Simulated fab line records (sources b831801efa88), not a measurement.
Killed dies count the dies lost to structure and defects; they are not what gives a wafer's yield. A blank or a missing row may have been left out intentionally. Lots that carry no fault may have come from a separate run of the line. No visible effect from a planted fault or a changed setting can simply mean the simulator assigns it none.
Which tool is to blame? || flow gf180mcu || 14 lots with 42 wafers sampled at 4 steps, on a route of 602 steps

WHAT THE GAUGES SHOWED, per wafer
GF_V2_OVL_MEAS_15. Usual: V2_OVL gives 1 nm (standard deviation 5.6).
{"lot": "L385", "measured": "day 20 07:01", "on": "overlay-02", "V2_OVL (nm)": "9 4 7", "flag": ""}
{"lot": "L386", "measured": "day 20 16:22", "on": "overlay-01", "V2_OVL (nm)": "1 3 9", "flag": ""}
{"lot": "L387", "measured": "day 20 20:01", "on": "overlay-01", "V2_OVL (nm)": "0 -3 1", "flag": ""}
{"lot": "L388", "measured": "day 21 02:25", "on": "overlay-01", "V2_OVL (nm)": "3 -3 -12", "flag": ""}
{"lot": "L389", "measured": "day 21 18:25", "on": "overlay-01", "V2_OVL (nm)": "3 5 5", "flag": ""}
{"lot": "L393", "measured": "day 23 05:37", "on": "overlay-02", "V2_OVL (nm)": "10 7 3", "flag": ""}
{"lot": "L396", "measured": "day 24 10:37", "on": "overlay-01", "V2_OVL (nm)": "-4 -3 -5", "flag": ""}
{"lot": "L397", "measured": "day 24 14:13", "on": "overlay-02", "V2_OVL (nm)": "8 2 4", "flag": ""}
{"lot": "L399", "measured": "day 25 10:49", "on": "overlay-01", "V2_OVL (nm)": "5 0 2", "flag": ""}
{"lot": "L400", "measured": "day 25 19:40", "on": "overlay-02", "V2_OVL (nm)": "4 1 -5", "flag": ""}
{"lot": "L401", "measured": "day 26 06:44", "on": "overlay-02", "V2_OVL (nm)": "-1 -5 -1", "flag": ""}
{"lot": "L403", "measured": "day 26 11:58", "on": "overlay-02", "V2_OVL (nm)": "-2 -3 7", "flag": ""}
{"lot": "L406", "measured": "day 27 13:48", "on": "overlay-01", "V2_OVL (nm)": "8 0 -3", "flag": ""}
{"lot": "L408", "measured": "day 28 04:08", "on": "overlay-01", "V2_OVL (nm)": "-8 -7 1", "flag": ""}

GF_V2_THK_MEAS_25: measures by xrf. Usual: V2_W_THK gives 351 nm (standard deviation 6.7).
{"lot": "L385", "measured": "day 20 08:04", "on": "film metro-01", "V2_W_THK (nm)": "355 354 353", "flag": ""}
{"lot": "L386", "measured": "day 20 17:28", "on": "film metro-03", "V2_W_THK (nm)": "339 348 345", "flag": ""}
{"lot": "L387", "measured": "day 20 21:05", "on": "film metro-04", "V2_W_THK (nm)": "347 360 347", "flag": ""}
{"lot": "L388", "measured": "day 21 03:27", "on": "film metro-01", "V2_W_THK (nm)": "353 344 345", "flag": ""}
{"lot": "L389", "measured": "day 21 19:28", "on": "film metro-01", "V2_W_THK (nm)": "354 350 353", "flag": ""}
{"lot": "L393", "measured": "day 23 06:40", "on": "film metro-01", "V2_W_THK (nm)": "357 354 362", "flag": ""}
{"lot": "L396", "measured": "day 24 11:41", "on": "film metro-03", "V2_W_THK (nm)": "345 348 349", "flag": ""}
{"lot": "L397", "measured": "day 24 15:19", "on": "film metro-04", "V2_W_THK (nm)": "356 357 352", "flag": ""}
{"lot": "L399", "measured": "day 25 11:51", "on": "film metro-03", "V2_W_THK (nm)": "343 346 343", "flag": ""}
{"lot": "L400", "measured": "day 25 20:42", "on": "film metro-01", "V2_W_THK (nm)": "357 358 356", "flag": ""}
{"lot": "L401", "measured": "day 26 07:49", "on": "film metro-04", "V2_W_THK (nm)": "367 358 360", "flag": ""}
{"lot": "L403", "measured": "day 26 13:00", "on": "film metro-03", "V2_W_THK (nm)": "343 344 346", "flag": ""}
{"lot": "L406", "measured": "day 27 15:10", "on": "film metro-04", "V2_W_THK (nm)": "350 352 352", "flag": ""}
{"lot": "L408", "measured": "day 28 05:10", "on": "film metro-03", "V2_W_THK (nm)": "343 342 348", "flag": ""}

GF_V5_CD_MEAS_14: the cd target is 260 nm. Usual: cd nm at 260.2 nm, with a standard deviation of 1.1.
{"lot": "L385", "measured": "day 27 04:24", "on": "cd sem-01", "cd nm (nm)": "260.2 259.4 260.3", "flag": ""}
{"lot": "L386", "measured": "day 27 08:02", "on": "cd sem-02", "cd nm (nm)": "259.3 261.0 260.6", "flag": ""}
{"lot": "L387", "measured": "day 27 14:21", "on": "cd sem-02", "cd nm (nm)": "261.1 259.3 260.6", "flag": ""}
{"lot": "L388", "measured": "day 27 19:42", "on": "cd sem-02", "cd nm (nm)": "262.9 261.5 261.0", "flag": ""}
{"lot": "L389", "measured": "day 28 05:58", "on": "cd sem-02", "cd nm (nm)": "260.9 261.2 261.4", "flag": ""}
{"lot": "L393", "measured": "day 29 14:49", "on": "cd sem-02", "cd nm (nm)": "260.4 259.5 259.9", "flag": ""}
{"lot": "L396", "measured": "day 30 15:08", "on": "cd sem-01", "cd nm (nm)": "261.1 261.6 261.7", "flag": ""}
{"lot": "L397", "measured": "day 30 16:38", "on": "cd sem-02", "cd nm (nm)": "259.4 259.1 259.5", "flag": ""}
{"lot": "L399", "measured": "day 31 11:42", "on": "cd sem-02", "cd nm (nm)": "258.2 258.0 258.3", "flag": ""}
{"lot": "L400", "measured": "day 31 15:48", "on": "cd sem-02", "cd nm (nm)": "259.6 260.6 259.6", "flag": ""}
{"lot": "L401", "measured": "day 32 05:29", "on": "cd sem-01", "cd nm (nm)": "258.9 259.1 258.9", "flag": ""}
{"lot": "L403", "measured": "day 32 08:11", "on": "cd sem-01", "cd nm (nm)": "260.9 261.2 261.6", "flag": ""}
{"lot": "L406", "measured": "day 33 02:30", "on": "cd sem-01", "cd nm (nm)": "261.4 260.9 262.0", "flag": ""}
{"lot": "L408", "measured": "day 33 16:40", "on": "cd sem-02", "cd nm (nm)": "260.8 261.6 262.8", "flag": ""}

WHAT TOOL EACH LOT RAN ON (gives the tool, then ch and the chambers of the sampled wafers, and finally the start)
{"lot": "L385", "GF_VT_IMPLANT_STRIP_20": "plasma asher-01 ch 0,1, day 6 07:39"}
{"lot": "L386", "GF_VT_IMPLANT_STRIP_20": "plasma asher-02 ch 0, day 6 12:38"}
{"lot": "L387", "GF_VT_IMPLANT_STRIP_20": "plasma asher-04 ch 0,1, day 6 16:51"}
{"lot": "L388", "GF_VT_IMPLANT_STRIP_20": "plasma asher-01 ch 0,1, day 6 22:50"}
{"lot": "L389", "GF_VT_IMPLANT_STRIP_20": "plasma asher-02 ch 0,1, day 7 04:35"}
{"lot": "L393", "GF_VT_IMPLANT_STRIP_20": "plasma asher-01 ch 0,1, day 8 09:09"}
{"lot": "L396", "GF_VT_IMPLANT_STRIP_20": "plasma asher-04 ch 0,1, day 9 08:23"}
{"lot": "L397", "GF_VT_IMPLANT_STRIP_20": "plasma asher-01 ch 0,1, day 9 09:38"}
{"lot": "L399", "GF_VT_IMPLANT_STRIP_20": "plasma asher-04 ch 0,1, day 10 00:17"}
{"lot": "L400", "GF_VT_IMPLANT_STRIP_20": "plasma asher-04 ch 0,1, day 10 05:44"}
{"lot": "L401", "GF_VT_IMPLANT_STRIP_20": "plasma asher-02 ch 0,1, day 10 19:17"}
{"lot": "L403", "GF_VT_IMPLANT_STRIP_20": "plasma asher-04 ch 0,1, day 10 23:56"}
{"lot": "L406", "GF_VT_IMPLANT_STRIP_20": "plasma asher-02 ch 0,1, day 11 19:54"}
{"lot": "L408", "GF_VT_IMPLANT_STRIP_20": "plasma asher-04 ch 0,1, day 12 12:26"}
- GF_VT_IMPLANT_STRIP_20: strips in O2/N2.

AS READ BY THE TOOLS THEMSELVES (means over the sampled wafers that have a number; for cases with no such wafer, the mark the record gives instead)
GF_VT_IMPLANT_STRIP_20. Usual: drypump motor current A 5.6 A, standard deviation 0.37; heater power w 309 W, standard deviation 45; o2 flow sccm 2998 sccm, standard deviation 8; oes product au 0.717 a.u., standard deviation 0.0046; strip time to endpoint s 12.64 s, standard deviation 0.035.
{"lot": "L385", "tool": "plasma asher-01", "drypump motor current A (A)": 5.8, "heater power w (W)": 315, "o2 flow sccm (sccm)": 3004, "oes product au (a.u.)": 0.716, "strip time to endpoint s (s)": 12.58, "flag": ""}
{"lot": "L386", "tool": "plasma asher-02", "drypump motor current A (A)": 5.6, "heater power w (W)": 282, "o2 flow sccm (sccm)": 2989, "oes product au (a.u.)": 0.717, "strip time to endpoint s (s)": 12.67, "flag": ""}
{"lot": "L387", "tool": "plasma asher-04", "drypump motor current A (A)": 5.9, "heater power w (W)": 318, "o2 flow sccm (sccm)": 3003, "oes product au (a.u.)": 0.715, "strip time to endpoint s (s)": 12.61, "flag": ""}
{"lot": "L388", "tool": "plasma asher-01", "drypump motor current A (A)": 5.8, "heater power w (W)": 317, "o2 flow sccm (sccm)": 2998, "oes product au (a.u.)": 0.719, "strip time to endpoint s (s)": 12.61, "flag": ""}
{"lot": "L389", "tool": "plasma asher-02", "drypump motor current A (A)": 5.2, "heater power w (W)": 261, "o2 flow sccm (sccm)": 3002, "oes product au (a.u.)": 0.715, "strip time to endpoint s (s)": 12.70, "flag": ""}
{"lot": "L393", "tool": "plasma asher-01", "drypump motor current A (A)": 5.8, "heater power w (W)": 321, "o2 flow sccm (sccm)": 3001, "oes product au (a.u.)": 0.715, "strip time to endpoint s (s)": 12.59, "flag": ""}
{"lot": "L396", "tool": "plasma asher-04", "drypump motor current A (A)": 5.9, "heater power w (W)": 342, "o2 flow sccm (sccm)": 2996, "oes product au (a.u.)": 0.716, "strip time to endpoint s (s)": 12.63, "flag": ""}
{"lot": "L397", "tool": "plasma asher-01", "drypump motor current A (A)": 5.8, "heater power w (W)": 316, "o2 flow sccm (sccm)": 2998, "oes product au (a.u.)": 0.720, "strip time to endpoint s (s)": 12.61, "flag": ""}
{"lot": "L399", "tool": "plasma asher-04", "drypump motor current A (A)": 5.9, "heater power w (W)": 343, "o2 flow sccm (sccm)": 3000, "oes product au (a.u.)": 0.715, "strip time to endpoint s (s)": 12.63, "flag": ""}
{"lot": "L400", "tool": "plasma asher-04", "drypump motor current A (A)": 5.9, "heater power w (W)": 324, "o2 flow sccm (sccm)": 3006, "oes product au (a.u.)": 0.720, "strip time to endpoint s (s)": 12.65, "flag": ""}
{"lot": "L401", "tool": "plasma asher-02", "drypump motor current A (A)": 5.1, "heater power w (W)": 258, "o2 flow sccm (sccm)": 2999, "oes product au (a.u.)": 0.713, "strip time to endpoint s (s)": 12.63, "flag": ""}
{"lot": "L403", "tool": "plasma asher-04", "drypump motor current A (A)": 5.9, "heater power w (W)": 337, "o2 flow sccm (sccm)": 2993, "oes product au (a.u.)": 0.720, "strip time to endpoint s (s)": 12.62, "flag": ""}
{"lot": "L406", "tool": "plasma asher-02", "drypump motor current A (A)": 5.4, "heater power w (W)": 267, "o2 flow sccm (sccm)": 2996, "oes product au (a.u.)": 0.716, "strip time to endpoint s (s)": 12.69, "flag": ""}
{"lot": "L408", "tool": "plasma asher-04", "drypump motor current A (A)": 5.9, "heater power w (W)": 318, "o2 flow sccm (sccm)": 3007, "oes product au (a.u.)": 0.716, "strip time to endpoint s (s)": 12.63, "flag": ""}

THE ANSWER, worked out from the rows above alone
Rule: a lot is off if the mean of its wafers that have a number lies more than 3 standard deviations from the usual mean. Also off: a lot with no number at a reading for which 4 or more lots have one. The other lots that the step has rows for count as sound. Order of review: gauges by route order, followed by the tools' own readings, for which a lot's mean as printed above is used. The first step at which some lot is off is used, and at that step the reading that is off furthest; a lot without a number counts as furthest.
Across all readings shown, no lot is off: no conclusion can be drawn from this.

WHAT THE SIMULATOR HAD PUT IN
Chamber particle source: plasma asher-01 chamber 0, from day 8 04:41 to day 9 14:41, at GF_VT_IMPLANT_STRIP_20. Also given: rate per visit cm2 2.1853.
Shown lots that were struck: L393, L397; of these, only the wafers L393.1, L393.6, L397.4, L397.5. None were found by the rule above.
